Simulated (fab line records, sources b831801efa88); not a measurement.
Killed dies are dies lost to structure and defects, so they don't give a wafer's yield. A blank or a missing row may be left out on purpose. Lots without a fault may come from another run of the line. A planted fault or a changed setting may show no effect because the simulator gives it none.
Problem report in the 8D (eight disciplines) form, filled by code | flow gf180mcu | the parts of the form that need people (team, actions taken, sign-off) are left out

1. THE PROBLEM
V1_W_RS at GF_V1_RS_MEAS_24 reads a mean of 0.254 ohm/sq on 2 wafers of 2 lots; wafers without a fault read 0.329 ohm/sq with a standard deviation of 0.0036. That is -21 standard deviations from the usual mean.
The step: measures by four-point-probe.
First seen on wafer L637.2, day 20 14:16, on film_metro-03. The record holds 33 wafers of 11 lots with a number at this step. Rule for "out", or "out of limits": more than 4 standard deviations from the usual mean. The other wafers with a number count as sound.

2. WHAT IT IS AND WHAT IT IS NOT
question                    | is                           | is not
which readings at this step | V1_W_RS                      | -
which lots                  | L637, L638                   | L632, L634, L636, L646, L647, L651, L652, L653, L654
which wafers of those lots  | L637.2, L638.3               | L637.4, L637.5, L638.1, L638.4
read on which gauges        | film_metro-02, film_metro-03 | film_metro-04
when                        | from day 20 14:16            | up to then (11 sound wafers); but 20 sound wafers of L638, L646, L647, L651, L652, L653, L654 came after

3. SUSPECTS, AND WHAT RULES EACH OUT
Counting: a tool at a process step up to the reading stays a suspect if it ran every lot that is out. Sound lots after the first of them don't rule it out here, since some wafers of a struck lot are sound.
- the gauge at GF_V1_RS_MEAS_24: ruled out. The wafers that are out were read on 2 gauges (film_metro-02, film_metro-03).
- rie_diel-03 at GF_CONTACT_ETCH_17 (etches SiO2 in C4F8/O2/Ar, stops on CoSi2, target depth 860 nm): kept. It ran every lot that is out, first L637 (day 20 14:08). GF_CONTACT_ETCH_17 gives no start for some lots, so the hours and the order of its lots are those of GF_V1_CVD_23.
- cvd_w-01 at GF_V1_CVD_23 (deposits W, target thk 350 nm, time 105.05 s): kept. It ran every lot that is out, first L637 (day 20 14:08); its last sound lot up to then is L636 (day 19 17:41).
- Within rie_diel-03 at GF_CONTACT_ETCH_17: the wafers that are out ran in chamber 1; their sound lot-mates ran in chambers 0, 3.
Left after counting: rie_diel-03 at GF_CONTACT_ETCH_17, cvd_w-01 at GF_V1_CVD_23.

4. THE CAUSE (what the simulator had put in)
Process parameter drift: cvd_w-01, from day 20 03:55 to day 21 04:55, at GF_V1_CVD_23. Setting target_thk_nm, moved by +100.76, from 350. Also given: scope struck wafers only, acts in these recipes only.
Counting left 2 suspects, and this tool is among them.

5. THE CHAIN OF EFFECTS, in route order
Each row: a reading whose mean over the struck wafers that have a number lies more than 3 standard deviations from the usual. Only readings for which the record gives a usual standard deviation are gone through. hours: the time from each lot's start at the first step in this table that gives one to its start at this step, as a median over the lots. sigmas: the change in usual standard deviations.
hours | step              | reading            | usual        | on struck wafers | change | sigmas
0     | GF_V1_RS_MEAS_24  | V1_W_RS            | 0.329 ohm/sq | 0.254            | -0.075 | -21
4     | GF_V1_THK_MEAS_25 | V1_W_THK           | 342 nm       | 438              | +96    | +20
7     | GF_V1_CMP_26      | time_to_endpoint_s | 86 s         | 112              | +26    | +8.5
The process steps in it:
- GF_V1_CMP_26: polishes, stops on SiO2, t overpolish 15 s, target thk 0 nm.

6. WHAT WOULD HAVE CAUGHT IT SOONER
In this record the first reading out of limits at a measuring or inspecting step was taken at day 20 14:16, 10 hours after the fault began at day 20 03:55.
Of the tool readings at GF_V1_CVD_23 for which the record gives a usual standard deviation, none was out on any struck wafer, so an alarm limit of 4 standard deviations on them would not have fired.
Of the lots that are out (2), L638 began GF_V1_CVD_23 on cvd_w-01 after day 20 14:16. A hold on the tool at that time would have spared it.
